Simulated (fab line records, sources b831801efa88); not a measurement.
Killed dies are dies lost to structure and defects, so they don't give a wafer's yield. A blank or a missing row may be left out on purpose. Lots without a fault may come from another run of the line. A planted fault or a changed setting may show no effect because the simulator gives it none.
Problem report in the 8D (eight disciplines) form, filled by code | flow sfq_line | the parts of the form that need people (team, actions taken, sign-off) are left out

1. THE PROBLEM
spin_speed_rpm at SFQ_TRILAYER_I7_VIA_LITHO_COAT_187 reads a mean of 2649.9 rpm on 9 wafers of 3 lots; wafers without a fault read 3000.3 rpm with a standard deviation of 2. That is -99 or more standard deviations from the usual mean.
The step: resist thk 650 nm.
First seen on wafer L526.4, day 81 21:59, on litho_track-01. The record holds 45 wafers of 15 lots with a number at this step. Rule for "out", or "out of limits": more than 4 standard deviations from the usual mean. The other wafers with a number count as sound.

2. WHAT IT IS AND WHAT IT IS NOT
question                    | is                     | is not
which readings at this step | spin_speed_rpm         | -
which lots                  | L526, L528, L531       | L510, L512, L513, L515, L518, L519, L520, L521, L522, L524, L529, L530
which wafers of those lots  | all that have a number | -
read on which tools         | litho_track-01         | litho_track-02, litho_track-04
when                        | from day 81 21:59      | up to then (30 sound wafers); but 6 sound wafers of L529, L530 came after

3. SUSPECTS, AND WHAT RULES EACH OUT
Counting: a tool at a process step up to the reading stays a suspect if it ran every lot that is out and no sound lot after the first of them.
- litho_track-01 at SFQ_TRILAYER_I7_VIA_LITHO_COAT_187 (resist thk 650 nm): kept. It ran every lot that is out, first L526 (day 81 21:59), and no sound lot after that; its last sound lot up to then is L522 (day 81 11:31). Its own readings are out on those wafers: spin_speed_rpm.
Left after counting: litho_track-01 at SFQ_TRILAYER_I7_VIA_LITHO_COAT_187.

4. THE CAUSE (what the simulator had put in)
Process parameter drift: litho_track-01, from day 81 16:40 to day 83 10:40, at SFQ_TRILAYER_I7_VIA_LITHO_COAT_187. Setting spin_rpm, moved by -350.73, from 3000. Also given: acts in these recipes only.
Counting left only this tool.

5. THE CHAIN OF EFFECTS, in route order
Each row: a reading whose mean over the struck wafers that have a number lies more than 3 standard deviations from the usual. Only readings for which the record gives a usual standard deviation are gone through. hours: the time from each lot's start at the first step in this table that gives one to its start at this step, as a median over the lots. sigmas: the change in usual standard deviations.
hours | step                               | reading        | usual      | on struck wafers | change | sigmas
0     | SFQ_TRILAYER_I7_VIA_LITHO_COAT_187 | spin_speed_rpm | 3000.3 rpm | 2649.9           | -350.4 | -99 or more
The process steps in it:
- SFQ_TRILAYER_I7_VIA_LITHO_COAT_187: resist thk 650 nm.
Later measuring or inspecting steps at which every struck wafer that the step has a row for has a number for every such reading, and none has moved that far: SFQ_M8_OVL_MEAS_948, SFQ_M8_RS_MEAS_949.

6. WHAT WOULD HAVE CAUGHT IT SOONER
In this record the first reading out of limits was taken at day 81 21:59, 5 hours after the fault began at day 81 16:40.
